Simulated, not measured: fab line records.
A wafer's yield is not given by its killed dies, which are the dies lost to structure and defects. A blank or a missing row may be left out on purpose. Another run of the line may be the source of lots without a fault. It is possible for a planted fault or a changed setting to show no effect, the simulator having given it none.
Which tool is to blame? | flow sky130 | 9 lots with 27 wafers sampled at 4 steps, on a route of 708 steps

## WHAT THE GAUGES READ, wafer by wafer
SKY_CAP2M_RS_MEAS_03: a four-point-probe measurement.
lot  | measured     | on            | CAP2M_TIN_RS (ohm/sq)
L835 | day 40 10:38 | film-metro-03 | 13.76 13.76 13.60
L836 | day 40 13:22 | film-metro-03 | 6.83 6.83 6.89
L838 | day 40 23:29 | film-metro-02 | 13.68 13.13 13.48
L847 | day 43 23:33 | film-metro-02 | 6.87 6.84 6.85
L849 | day 44 11:26 | film-metro-03 | 6.84 6.94 6.93
L851 | day 44 19:55 | film-metro-01 | 6.96 6.86 6.79
L853 | day 45 02:41 | film-metro-01 | 6.84 6.86 6.85
L855 | day 45 15:27 | film-metro-01 | 6.79 6.91 6.70
L856 | day 46 09:11 | film-metro-03 | 6.85 6.78 6.86

## TOOL THAT RAN EACH LOT (tool first, then ch and the chambers of the sampled wafers, then the start)
lot  | SKY_METAL4_SPUTTER_01        | SKY_METAL4_SPUTTER_03        | SKY_CAP2M_SPUTTER_02
L835 | pvd-sputter-03, day 40 10:19 | pvd-sputter-03, day 40 10:23 | pvd-sputter-04, day 40 10:32
L836 | pvd-sputter-01, day 40 12:59 | pvd-sputter-01, day 40 13:03 | pvd-sputter-02, day 40 13:12
L838 | pvd-sputter-02, day 40 23:09 | pvd-sputter-02, day 40 23:13 | pvd-sputter-04, day 40 23:22
L847 | pvd-sputter-02, day 43 23:14 | pvd-sputter-02, day 43 23:17 | pvd-sputter-04, day 43 23:26
L849 | pvd-sputter-02, day 44 11:07 | pvd-sputter-02, day 44 11:11 | pvd-sputter-04, day 44 11:20
L851 | pvd-sputter-02, day 44 19:35 | pvd-sputter-02, day 44 19:39 | pvd-sputter-01, day 44 19:49
L853 | pvd-sputter-02, day 45 02:19 | pvd-sputter-02, day 45 02:23 | pvd-sputter-04, day 45 02:32
L855 | pvd-sputter-03, day 45 15:08 | pvd-sputter-03, day 45 15:11 | pvd-sputter-04, day 45 15:20
L856 | pvd-sputter-01, day 46 08:51 | pvd-sputter-01, day 46 08:55 | pvd-sputter-04, day 46 09:04
- SKY_METAL4_SPUTTER_01: material TiN, target thk 20 nm, time 16.7 s.
- SKY_METAL4_SPUTTER_03: material Ti, target thk 5 nm, time 3.3 s.
- SKY_CAP2M_SPUTTER_02: material TiN, target thk 200 nm, time 166.7 s.

## THE ANSWER, worked out from the rows above alone
Rule: the lots themselves supply what counts as usual. The widest of any qualifying gaps counts: lots, ordered by their means at a reading, are off when they make up no more than a third of the lots, leave a main group of 4 or more, and stand apart from it by 3 or more times the standard deviation of that group's means. The tables above print the reading to a certain number of digits; a main group whose means all agree to those digits is not used. Also off: a lot with no number at a reading for which 4 or more lots have one. Any other lot the step has rows for is counted as sound.
Off: L835, L838, at SKY_CAP2M_RS_MEAS_03 (CAP2M_TIN_RS). The main group: mean 6.85 ohm/sq, standard deviation 0.03.
If a tool, at a process step before that reading, ran all the lots that are off and no sound lot after the first of them, it fits. The gauges at SKY_CAP2M_RS_MEAS_03 are tried like those tools. Of those tried, none fits.

## WHAT THE SIMULATOR HAD PUT IN
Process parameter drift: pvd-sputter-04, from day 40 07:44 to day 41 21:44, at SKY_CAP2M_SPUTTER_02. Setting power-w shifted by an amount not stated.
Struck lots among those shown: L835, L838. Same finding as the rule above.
